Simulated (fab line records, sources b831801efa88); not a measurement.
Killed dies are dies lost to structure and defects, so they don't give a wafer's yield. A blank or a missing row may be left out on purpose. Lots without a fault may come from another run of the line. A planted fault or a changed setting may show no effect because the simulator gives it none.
A struck lot beside a sound one | flow sfq_line | 42 steps out of a route of 325
Sound: wafers L529.2, L529.4, L529.5. Struck: wafers L532.1, L532.4, L532.5. The cause comes at the end.
At each step with rows: each side's tool, then ch and its chambers, then its first start. Under that, the readings that differ: sound wafers | struck wafers | difference of the means | sigmas: that difference in standard deviations of wafers without a fault.
alike: readings whose means differ by less than 2 such deviations, and words and numbers that are the same on both sides. not compared: withheld readings, readings that some wafer has no value for, bounds like >300 that may hide the same value, and numbers for which the record gives no deviation and whose values overlap.
The two part at a step that has a row with sigmas, a row that says differs or no value, or rows on one side only. Numbers that don't overlap but have no deviation are shown without sigmas and don't part them. A reading that every wafer of one side lacks parts them only if that side has two wafers or more.

first, 6 steps without rows for these wafers: SFQ_TRILAYER_I0_VIA_LITHO_COAT_036 (resist thk 62 nm); SFQ_TRILAYER_I0_VIA_LITHO_COAT_031 (resist thk 650 nm); SFQ_TRILAYER_I0_VIA_LITHO_SOFTBAKE_035; SFQ_TRILAYER_I0_VIA_LITHO_EXPOSE_032 (exposes mask I0, target cd 500 nm); SFQ_TRILAYER_I0_VIA_LITHO_PEB_034 (peb time 60 s); SFQ_TRILAYER_I0_VIA_LITHO_DEVELOP_033 (time 60 s).
SFQ_I0_OVL_MEAS_908:
  sound on overlay-01, day 15 20:37; struck on overlay-02, day 16 19:25
  alike: I0_OVL
then, 1 step without rows for these wafers: SFQ_TRILAYER_I0_VIA_BARC_OPEN_VIA_ETCH_046 (etches BARC in O2, target depth 125 nm, time 41.7 s).
SFQ_TRILAYER_I0_VIA_ETCH_VIA_ETCH_034: etches SiO2 in CHF3, stops on Nb, target depth 260 nm.
  sound on rie_diel-03 ch 0,1,2, day 15 20:41; struck on rie_diel-01 ch 0,2, day 16 19:29
  alike: drypump_motor_current_A, oes_product_au
SFQ_TRILAYER_I0_VIA_STRIP_STRIP_035: strips in O2.
  sound on rie_metal-03 ch 0,1, day 15 20:48; struck on rie_metal-02 ch 0,1, day 16 19:36
  alike: drypump_motor_current_A, oes_product_au
  not compared: rf_hours_counter_h
then, 2 steps without rows for these wafers: SFQ_TRILAYER_I0_VIA_STRIP_SOLV_CLEAN_036 (cleans in NMP, time 600 s); SFQ_TRILAYER_M1_DEP_PRE_CLEAN_038 (time 22.5 s).
SFQ_TRILAYER_M1_DEP_SPUTTER_037: material Nb, target thk 200 nm, time 133.3 s.
  sound on pvd_sputter-04, day 15 21:36; struck on pvd_sputter-03, day 16 20:25
  reading                                             | sound                | struck               | difference | sigmas
  cathode_dc_power_W (W)                              | 1999.3 1999.8 2000.0 | 2231.2 2230.5 2231.0 | +231.2     | +99 or more
  model.Nb_of_TRILAYER_M1_DEP_SPUTTER_037.thk_nm (nm) | 202.5 199.4 201.8    | 218.9 218.4 221.7    | +18.4      |
  alike: throttle_valve_pct
SFQ_M1_RS_MEAS_909: measures by four-point-probe.
  sound on film_metro-01, day 15 21:43; struck on film_metro-01, day 16 20:31
  reading           | sound             | struck            | difference | sigmas
  M1_NB_RS (ohm/sq) | 0.879 0.891 0.882 | 0.811 0.813 0.802 | -0.075     | -8
then, 6 steps without rows for these wafers: SFQ_TRILAYER_M1_LITHO_COAT_044 (resist thk 62 nm); SFQ_TRILAYER_M1_LITHO_COAT_039 (resist thk 600 nm); SFQ_TRILAYER_M1_LITHO_SOFTBAKE_043; SFQ_TRILAYER_M1_LITHO_EXPOSE_040 (exposes mask M1, target cd 500 nm); SFQ_TRILAYER_M1_LITHO_PEB_042 (peb time 60 s); SFQ_TRILAYER_M1_LITHO_DEVELOP_041 (time 60 s).
SFQ_M1_OVL_MEAS_911:
  sound on overlay-01, day 16 16:01; struck on overlay-01, day 17 14:55
  alike: M1_OVL
then, 1 step without rows for these wafers: SFQ_TRILAYER_M1_BARC_OPEN_METAL_ETCH_054 (etches BARC in O2, target depth 125 nm, time 41.7 s).
SFQ_TRILAYER_M1_ETCH_METAL_ETCH_042: etches Nb in Cl2/Ar, stops on SiO2, target depth 240 nm, time 120 s.
  sound on rie_metal-01 ch 0,1, day 16 16:06; struck on rie_metal-04 ch 0,1, day 17 15:00
  reading               | sound             | struck            | difference | sigmas
  oes_product_au (a.u.) | 0.898 0.893 0.892 | 0.949 0.941 0.950 | +0.052     | +8
  alike: drypump_motor_current_A
  not compared: rf_hours_counter_h
then, 2 steps without rows for these wafers: SFQ_TRILAYER_M1_STRIP_STRIP_043 (strips in O2); SFQ_TRILAYER_M1_STRIP_SOLV_CLEAN_044 (cleans in NMP, time 600 s).
SFQ_TRILAYER_I1_DEP_PECVD_045: deposits SiO2 from SiH4/N2O, time 111.11 s, target thk 500 nm.
  sound on pecvd-02 ch 1,2, day 16 17:01; struck on pecvd-04 ch 0,1, day 17 15:54
  alike: chamber_pressure_Torr, heater_power_w, throttle_valve_pct
SFQ_TRILAYER_I1_CMP_CMP_046: polishes SiO2.
  sound on cmp-01 ch 0,1,2, day 16 17:29; struck on cmp-02 ch 1,2, day 17 18:52
  alike: motor_current_A, time_to_endpoint_s
SFQ_I1_BOW_MEAS_912:
  sound on film_metro-03, day 16 20:30; struck on film_metro-03, day 17 21:52
  alike: I1_BOW
SFQ_TRILAYER_I1_METRO_MEASURE_047:
  sound on film_metro-03, day 16 20:48; struck on film_metro-03, day 17 21:59
  alike: thk_nm
then, 6 steps without rows for these wafers: SFQ_TRILAYER_I1_VIA_LITHO_COAT_054 (resist thk 62 nm); SFQ_TRILAYER_I1_VIA_LITHO_COAT_049 (resist thk 650 nm); SFQ_TRILAYER_I1_VIA_LITHO_SOFTBAKE_053; SFQ_TRILAYER_I1_VIA_LITHO_EXPOSE_050 (exposes mask I1, target cd 500 nm); SFQ_TRILAYER_I1_VIA_LITHO_PEB_052 (peb time 60 s); SFQ_TRILAYER_I1_VIA_LITHO_DEVELOP_051 (time 60 s).
-- the record jumps here: 7 days lie between the struck wafers' starts before and after --
SFQ_I1_OVL_MEAS_913:
  sound on overlay-01, day 23 06:25; struck on overlay-01, day 24 14:29
  alike: I1_OVL
then, 5 steps without rows for these wafers: SFQ_TRILAYER_I1_VIA_BARC_OPEN_VIA_ETCH_071 (etches BARC in O2, target depth 125 nm, time 41.7 s); SFQ_TRILAYER_I1_VIA_ETCH_VIA_ETCH_052 (etches SiO2 in CHF3, stops on Nb, target depth 260 nm); SFQ_TRILAYER_I1_VIA_STRIP_STRIP_053 (strips in O2); SFQ_TRILAYER_I1_VIA_STRIP_SOLV_CLEAN_054 (cleans in NMP, time 600 s); SFQ_TRILAYER_M2_DEP_PRE_CLEAN_056 (time 22.5 s).
-- the record jumps here: 67 days lie between the struck wafers' starts before and after --
SFQ_M8_BOW_MEAS_951:
  sound on film_metro-01, day 91 17:27; struck on film_metro-01, day 91 21:02
  reading                 | sound                | struck               | difference | sigmas
  model.etest.m1.ohm_um   | 1.76 1.796 1.77      | 1.625 1.635 1.611    | -0.152     |
  model.etest.i0.link_ohm | 1.947 1.965 1.948    | 1.856 1.879 1.843    | -0.094     |
  model.etest.m1.ohm_sq   | 0.8785 0.8919 0.8815 | 0.8125 0.8145 0.8023 | -0.0742    |
  model.etest.i1.link_ohm | 1.946 1.968 1.955    | 1.872 1.884 1.864    | -0.083     |
  alike: M8_BOW

WHERE THEY PART
First at SFQ_TRILAYER_M1_DEP_SPUTTER_037; last, within this record, at SFQ_TRILAYER_M1_ETCH_METAL_ETCH_042. Later steps at which nothing parts them and some readings are alike: SFQ_TRILAYER_I1_DEP_PECVD_045, SFQ_TRILAYER_I1_CMP_CMP_046, SFQ_I1_BOW_MEAS_912, SFQ_TRILAYER_I1_METRO_MEASURE_047, SFQ_I1_OVL_MEAS_913, SFQ_M8_BOW_MEAS_951.

WHY: what the simulator had put in
Process parameter drift: pvd_sputter-03, from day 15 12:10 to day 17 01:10, at SFQ_TRILAYER_M1_DEP_SPUTTER_037. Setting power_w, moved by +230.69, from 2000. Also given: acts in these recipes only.
